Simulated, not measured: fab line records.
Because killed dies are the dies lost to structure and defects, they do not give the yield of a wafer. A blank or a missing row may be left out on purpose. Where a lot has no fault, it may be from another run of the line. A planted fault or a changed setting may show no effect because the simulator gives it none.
Comparing a struck lot with a sound one -- flow sky130 -- 18 out of 708 route steps
Sound: these wafers, L231.2, L231.3, L231.4. Wafers struck: L232.1, L232.2, L232.3. The cause comes at the end.
Per side, at each step with rows, come the tool, then ch with its chambers, and then its first start. Under that, the readings that differ: sound wafers -- struck wafers -- difference of the means -- sigmas: that difference in standard deviations of wafers without a fault.
alike: words and numbers the same on both sides, and readings whose means are apart by under 2 such deviations; not compared: readings that were withheld, readings missing a value for some wafer, numbers with overlapping values and no deviation given by the record, and bounds like >300 which may hide the same value.
The two part at a step that has a row with sigmas, a row that says differs or no value, or rows on one side only. Numbers that don't overlap but have no deviation are shown without sigmas and don't part them. Lack of a reading on every wafer of one side parts them only where that side has two or more wafers.

SKY_LDD_HVP_STRIP_09: strips in O2/N2.
  sound on plasmaAsher-02 ch 0,1, day 28 06:52; struck on plasmaAsher-04 ch 0,1, day 28 11:22
  alike: chamberPressureMTorr, drypumpMotorCurrentA, oesProductAu, stripTimeToEndpointS
  not compared: rfHoursCounterH
SKY_LDD_HVP_TW_MEAS_10:
  struck on filmMetro-04, day 28 11:28; sound on filmMetro-03, day 28 06:58
  alike: LDD_HVP_TW
then, 7 steps without rows for these wafers: SKY_LDD_LDN_DEHYDRATE_00 (time 60 s); SKY_LDD_LDN_HMDS_01 (prime time 60 s); SKY_LDD_LDN_COAT_02 (resist thk 1140 nm); SKY_LDD_LDN_SOFTBAKE_03 (time 60 s); SKY_LDD_LDN_EXPOSE_04 (exposes mask LDNTM, target cd 700 nm); SKY_LDD_LDN_PEB_05; SKY_LDD_LDN_DEVELOP_06 (develop time 60 s).
SKY_LDD_LDN_OVL_MEAS_07:
  struck on overlay-01, day 29 16:02; sound on overlay-02, day 29 10:38
  alike: LDD_LDN_OVL
then, 2 steps without rows for these wafers: SKY_LDD_LDN_IMPLANT_08; SKY_LDD_LDN_IMPLANT_09.
SKY_LDD_LDN_IMPLANT_10:
  sound on implanter-03 ch 0, day 29 11:00; struck on implanter-02 ch 0, day 29 16:22
reading,sound,struck,difference,sigmas
doseIonsCm2,1.2519e+13 1.2516e+13 1.2514e+13,1.32e+12 1.334e+12 1.326e+12,-1.12e+13,-99 or more
faradayCurrentUA,68.5 70.1 70.1,7.4 7.3 7.5,-62.2,-44
after that, 1 step had no rows for these wafers: SKY_LDD_LDN_IMPLANT_11.
SKY_LDD_LDN_STRIP_12: strips in O2/N2.
  sound on plasmaAsher-04 ch 0,1, day 29 11:16; struck on plasmaAsher-03 ch 0,1, day 29 16:40
reading,sound,struck,difference,sigmas
stripTimeToEndpointS (s),14.12 14.18 14.14,14.07 14.06 14.02,-0.10,-2
  alike: chamberPressureMTorr, drypumpMotorCurrentA, oesProductAu
  not compared: rfHoursCounterH
SKY_LDD_LDN_TW_MEAS_13:
  struck on filmMetro-02, day 29 16:46; sound on filmMetro-04, day 29 11:23
reading,sound,struck,difference,sigmas
LDD_LDN_TW,1490 1482 1484,1393 1395 1391,-92,-8
then, 1 step without rows for these wafers: SKY_LDD_LDN_CLEAN_14 (cleans in SC1/SC2, time 150 s).
-- record jumps: 21 days separate the struck wafers' starts on either side; left off in module LDD_LDN, taken up again in module PAD_OPEN, whose first shown step is the route's number 708 --
SKY_PAD_OPEN_PROBE_99:
  struck on prober-01, day 50 13:47; sound on prober-02, day 50 06:19
reading,sound,struck,difference,sigmas
model.etest.tipSonos.rsOhmSq,2779 2870 2903,3377 3313 3350,+496,
  alike: killed_at_M0_to_M3, killed_at_M4_up, killedAtContacts, killedAtFrontEnd, killedAtOther, killedDies, killedOpen, killedShort

WHERE THEY PART
At SKY_LDD_LDN_IMPLANT_10 first; at SKY_LDD_LDN_TW_MEAS_13 last (within this record only). Later steps at which nothing parts them and some readings are alike: SKY_PAD_OPEN_PROBE_99.

WHY: the cause the simulator had injected
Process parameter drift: implanter-02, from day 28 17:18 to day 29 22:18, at SKY_LDD_LDN_IMPLANT_10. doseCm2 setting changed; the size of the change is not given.
